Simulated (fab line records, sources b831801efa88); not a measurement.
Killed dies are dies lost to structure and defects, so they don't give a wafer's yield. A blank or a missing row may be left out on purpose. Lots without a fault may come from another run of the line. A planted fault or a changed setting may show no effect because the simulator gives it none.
A struck lot beside a sound one | flow sky130 | 35 steps out of a route of 708
Sound: wafers L430.2, L430.3, L430.6. Struck: wafer L440.1. (L440.2, L440.4 of the same lot were not struck and are left out.) The cause comes at the end.
At each step with rows: each side's tool, then ch and its chambers, then its first start. Under that, the readings that differ: sound wafers | struck wafers | difference of the means | sigmas: that difference in standard deviations of wafers without a fault.
alike: readings whose means differ by less than 2 such deviations, and words and numbers that are the same on both sides. not compared: withheld readings, readings that some wafer has no value for, bounds like >300 that may hide the same value, and numbers for which the record gives no deviation and whose values overlap.
The two part at a step that has a row with sigmas, a row that says differs or no value, or rows on one side only. Numbers that don't overlap but have no deviation are shown without sigmas and don't part them. A reading that every wafer of one side lacks parts them only if that side has two wafers or more.

first, 4 steps without rows for these wafers: SKY_METAL5_SOFTBAKE_10 (time 60 s); SKY_METAL5_EXPOSE_11 (exposes mask MM5, target cd 1600 nm); SKY_METAL5_PEB_12; SKY_METAL5_DEVELOP_13 (develop time 60 s).
SKY_METAL5_DESCUM_14: chemistry O2, time 11 s.
  sound on rie_metal-01 ch 0,1, day 44 17:21; struck on rie_metal-01 ch 0, day 47 20:54
  alike: drypump_motor_current_A, oes_product_au, rf_fwd_power_W
  not compared: rf_hours_counter_h
then, 1 step without rows for these wafers: SKY_METAL5_METAL_ETCH_15 (etches the open film in Cl2/BCl3, stops on SiO2, target depth 1260 nm, time 252 s).
SKY_METAL5_STRIP_16: strips in O2/N2.
  sound on plasma_asher-01 ch 0,1, day 44 17:37; struck on plasma_asher-01 ch 0, day 47 21:16
  alike: drypump_motor_current_A, o2_flow_sccm, oes_product_au, strip_time_to_endpoint_s
  not compared: rf_hours_counter_h
then, 3 steps without rows for these wafers: SKY_METAL5_STRIP_17 (strips in post etch residue remover, time 1200 s); SKY_METAL5_CLEAN_18 (cleans in IPA, time 180 s); SKY_METAL5_CLEAN_19 (cleans in O3/DIW).
SKY_PASSIVATION_CVD_00: deposits SiO2, target thk 90 nm.
  sound on pecvd-01 ch 1,2, day 44 18:13; struck on pecvd-01 ch 2, day 47 21:52
  alike: heater_power_w, rf_fwd_power_W
SKY_PASSIVATION_THK_MEAS_01:
  sound on film_metro-03, day 44 18:15; struck on film_metro-02, day 47 21:53
  alike: PASSIVATION_CVD_00_THK
SKY_PASSIVATION_CVD_02: deposits Si3N4, target thk 540 nm.
  sound on pecvd-03 ch 0,1, day 44 18:18; struck on pecvd-02 ch 1, day 47 21:56
  reading                                       | sound             | struck | difference | sigmas
  model.Si3N4_of_PASSIVATION_CVD_02.thk_nm (nm) | 537.3 548.5 545.8 | 665.3  | +121.4     |
  alike: heater_power_w, rf_fwd_power_W
SKY_PASSIVATION_THK_MEAS_03:
  sound on film_metro-01, day 44 18:38; struck on film_metro-03, day 47 22:10
  reading                     | sound       | struck | difference | sigmas
  PASSIVATION_CVD_02_THK (nm) | 537 548 546 | 665    | +121       | +18
then, 7 steps without rows for these wafers: SKY_PASSIVATION_DEHYDRATE_04 (time 60 s); SKY_PASSIVATION_HMDS_05 (prime time 60 s); SKY_PASSIVATION_COAT_06 (resist thk 3000 nm); SKY_PASSIVATION_SOFTBAKE_07; SKY_PASSIVATION_EXPOSE_08 (exposes mask NSM, target cd 3000 nm); SKY_PASSIVATION_PEB_09; SKY_PASSIVATION_DEVELOP_10 (develop time 60 s).
SKY_PASSIVATION_ETCH_11: etches the open film in CF4/O2, stops on AlCu, target depth 725 nm, time 161.1 s.
  sound on rie_diel-01 ch 1,2, day 45 18:36; struck on rie_diel-02 ch 3, day 48 17:33
  reading                                 | sound             | struck | difference | sigmas
  drypump_motor_current_A (A)             | 5.5 5.3 5.3       | 6.5    | +1.1       | +2
  oes_product_au (a.u.)                   | 0.980 0.986 0.987 | 0.951  | -0.033     | -5
  model.PASSIVATION.feature_depth_nm (nm) | 699.9 710.4 708.9 | 665.3  | -41.1      |
  model.etch.depth_nm (nm)                | 699.9 710.4 708.9 | 665.3  | -41.1      |
  alike: rf_fwd_power_W, throttle_valve_pct
  not compared: rf_hours_counter_h
SKY_PASSIVATION_STRIP_12: strips in O2/N2.
  sound on plasma_asher-03 ch 0,1, day 45 18:43; struck on plasma_asher-03 ch 1, day 48 17:40
  reading             | sound          | struck | difference | sigmas
  o2_flow_sccm (sccm) | 2999 2994 3003 | 3019   | +20        | +2
  alike: drypump_motor_current_A, oes_product_au, strip_time_to_endpoint_s
  not compared: rf_hours_counter_h
then, 7 steps without rows for these wafers: SKY_PAD_OPEN_DEHYDRATE_00 (time 60 s); SKY_PAD_OPEN_HMDS_01 (prime time 60 s); SKY_PAD_OPEN_COAT_02 (resist thk 3000 nm); SKY_PAD_OPEN_SOFTBAKE_03; SKY_PAD_OPEN_EXPOSE_04 (exposes mask PDM, target cd 60000 nm); SKY_PAD_OPEN_PEB_05; SKY_PAD_OPEN_DEVELOP_06 (develop time 60 s).
SKY_PAD_OPEN_ETCH_07: etches the open film in CF4/O2, stops on AlCu, target depth 725 nm, time 161.1 s.
  sound on rie_diel-01 ch 0,3, day 46 16:03; struck on rie_diel-03 ch 0, day 49 12:30
  reading                              | sound             | struck | difference | sigmas
  oes_product_au (a.u.)                | 0.985 0.982 0.977 | 0.954  | -0.027     | -4
  model.PAD_OPEN.feature_depth_nm (nm) | 699.9 710.4 708.9 | 665.3  | -41.1      |
  model.etch.depth_nm (nm)             | 699.9 710.4 708.9 | 665.3  | -41.1      |
  alike: drypump_motor_current_A, rf_fwd_power_W, throttle_valve_pct
  not compared: rf_hours_counter_h
SKY_PAD_OPEN_STRIP_08: strips in O2/N2.
  sound on plasma_asher-04 ch 0,1, day 46 16:10; struck on plasma_asher-01 ch 1, day 49 12:37
  alike: drypump_motor_current_A, o2_flow_sccm, oes_product_au, strip_time_to_endpoint_s
  not compared: rf_hours_counter_h
SKY_PAD_OPEN_STRIP_09: strips in post etch residue remover, time 1200 s.
  sound on wet_bench-02 ch 2, day 46 16:16; struck on wet_bench-03 ch 1, day 49 12:43
  reading                                       | sound             | struck | difference | sigmas
  model.Si3N4_of_PASSIVATION_CVD_02.thk_nm (nm) | 536.9 548.2 545.5 | 665    | +121       |
then, 1 step without rows for these wafers: SKY_PAD_OPEN_CLEAN_10 (cleans in IPA, time 180 s).
SKY_PAD_OPEN_PROBE_99:
  the record has rows for the struck wafers here (prober-01, day 49 14:50) and none for the sound ones

WHERE THEY PART
First at SKY_PASSIVATION_THK_MEAS_03; last, within this record, at SKY_PAD_OPEN_PROBE_99.

WHY: what the simulator had put in
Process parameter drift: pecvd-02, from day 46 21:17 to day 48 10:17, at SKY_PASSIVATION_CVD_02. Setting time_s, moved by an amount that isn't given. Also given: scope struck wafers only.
